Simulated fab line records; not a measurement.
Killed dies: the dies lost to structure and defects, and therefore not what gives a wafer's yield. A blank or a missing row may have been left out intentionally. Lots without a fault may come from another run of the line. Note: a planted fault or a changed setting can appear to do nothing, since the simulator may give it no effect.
Lot-split experiment | flow sky130 | on a route of 708 steps: 5 lots, 27 wafers read

SPLIT DETAILS
At SKY_FIELD_ISO_WET_ETCH_28 (etches SiO2 in dHF, target depth 23.7 nm, time 47 s), the setting timeS was moved away from the recipe's 47 s on 24 of the 27 wafers read, by -53.1% to +39.5%. For the rest of the wafers, this setting stayed at what the recipe calls for.

THE PATH FROM SPLIT TO READING: the file shows 1 step between them
- SKY_FIELD_ISO_WET_ETCH_29: etches Si3N4 in H3PO4, target depth 160 nm, time 1825 s

THE READING
SiO2_of_FIELD_ISO_CVD_24.thkNm (the simulator's own value, which no gauge read), in nm, at SKY_FIELD_ISO_WET_ETCH_30 (etches SiO2 in dHF, target depth 25 nm, time 50 s). The file gives no usual value for it. Average 404.9 nm, standard deviation 0.17 nm, over the 3 wafers here run with the recipe.

wafer  | tool, chamber at the split | timeS as run, s | against the recipe | SiO2_of_FIELD_ISO_CVD_24.thkNm, nm | against lot-mates on the recipe
L074.1 | -, -                       | 64.15           | +36.5%             | 396.9                              | no lot-mate on the recipe
L074.2 | -, -                       | 64.15           | +36.5%             | 395.3                              | no lot-mate on the recipe
L074.4 | -, -                       | 64.15           | +36.5%             | 395.3                              | no lot-mate on the recipe
L074.3 | -, -                       | 64.15           | +36.5%             | 396.4                              | no lot-mate on the recipe
L074.5 | -, -                       | 64.15           | +36.5%             | 396.1                              | no lot-mate on the recipe
L074.6 | -, -                       | 64.15           | +36.5%             | 396                                | no lot-mate on the recipe
L077.1 | -, -                       | 22.04           | -53.1%             | 418                                | no lot-mate on the recipe
L077.3 | -, -                       | 22.04           | -53.1%             | 418                                | no lot-mate on the recipe
L077.2 | -, -                       | 22.04           | -53.1%             | 417.8                              | no lot-mate on the recipe
L077.4 | -, -                       | 22.04           | -53.1%             | 417.5                              | no lot-mate on the recipe
L077.5 | -, -                       | 22.04           | -53.1%             | 417.4                              | no lot-mate on the recipe
L077.6 | -, -                       | 22.04           | -53.1%             | 416.5                              | no lot-mate on the recipe
L080.1 | -, -                       | 55.58           | +18.3%             | 400                                | no lot-mate on the recipe
L080.2 | -, -                       | 55.58           | +18.3%             | 401                                | no lot-mate on the recipe
L080.3 | -, -                       | 55.58           | +18.3%             | 398.9                              | no lot-mate on the recipe
L080.4 | -, -                       | 55.58           | +18.3%             | 400.3                              | no lot-mate on the recipe
L080.5 | -, -                       | 55.58           | +18.3%             | 400.6                              | no lot-mate on the recipe
L080.6 | -, -                       | 55.58           | +18.3%             | 400.1                              | no lot-mate on the recipe
L079.2 | wetBench-03, 2             | 47              | recipe             | 404.7                              | -
L079.3 | wetBench-03, 2             | 47              | recipe             | 405.1                              | -
L079.5 | wetBench-03, 2             | 47              | recipe             | 405                                | -
L085.1 | -, -                       | 65.58           | +39.5%             | 397                                | no lot-mate on the recipe
L085.2 | -, -                       | 65.58           | +39.5%             | 394.1                              | no lot-mate on the recipe
L085.3 | -, -                       | 65.58           | +39.5%             | 395.4                              | no lot-mate on the recipe
L085.4 | -, -                       | 65.58           | +39.5%             | 395.8                              | no lot-mate on the recipe
L085.5 | -, -                       | 65.58           | +39.5%             | 396.2                              | no lot-mate on the recipe
L085.6 | -, -                       | 65.58           | +39.5%             | 395.6                              | no lot-mate on the recipe

THE FIT
A straight line over all 27 wafers: SiO2_of_FIELD_ISO_CVD_24.thkNm changes by -0.239 nm for each +1% of timeS; r = -1.00; the points scatter about the line by 0.69 nm.
Too few moved wafers with a lot-mate on the recipe to fit a line net of each lot's own level.

THE WHOLE CHAIN: every reading that the file lists as answering this split, in the file's order
step                      | what it does                                        | reading                                                                         | change (the file's fit)               | r (the file's)
SKY_FIELD_ISO_WET_ETCH_28 | etches SiO2 in dHF, target depth 23.7 nm, time 47 s | SiO2_of_FIELD_ISO_CVD_24.thkNm (the simulator's own value, which no gauge read) | -0.235 nm for each +1% of the setting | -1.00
SKY_FIELD_ISO_WET_ETCH_30 | etches SiO2 in dHF, target depth 25 nm, time 50 s   | SiO2_of_FIELD_ISO_CVD_24.thkNm (the simulator's own value, which no gauge read) | -0.238 nm for each +1% of the setting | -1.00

THE FILE'S OWN FIT
SiO2_of_FIELD_ISO_CVD_24.thkNm changes by -0.238 nm for each +1% of timeS, r = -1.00.
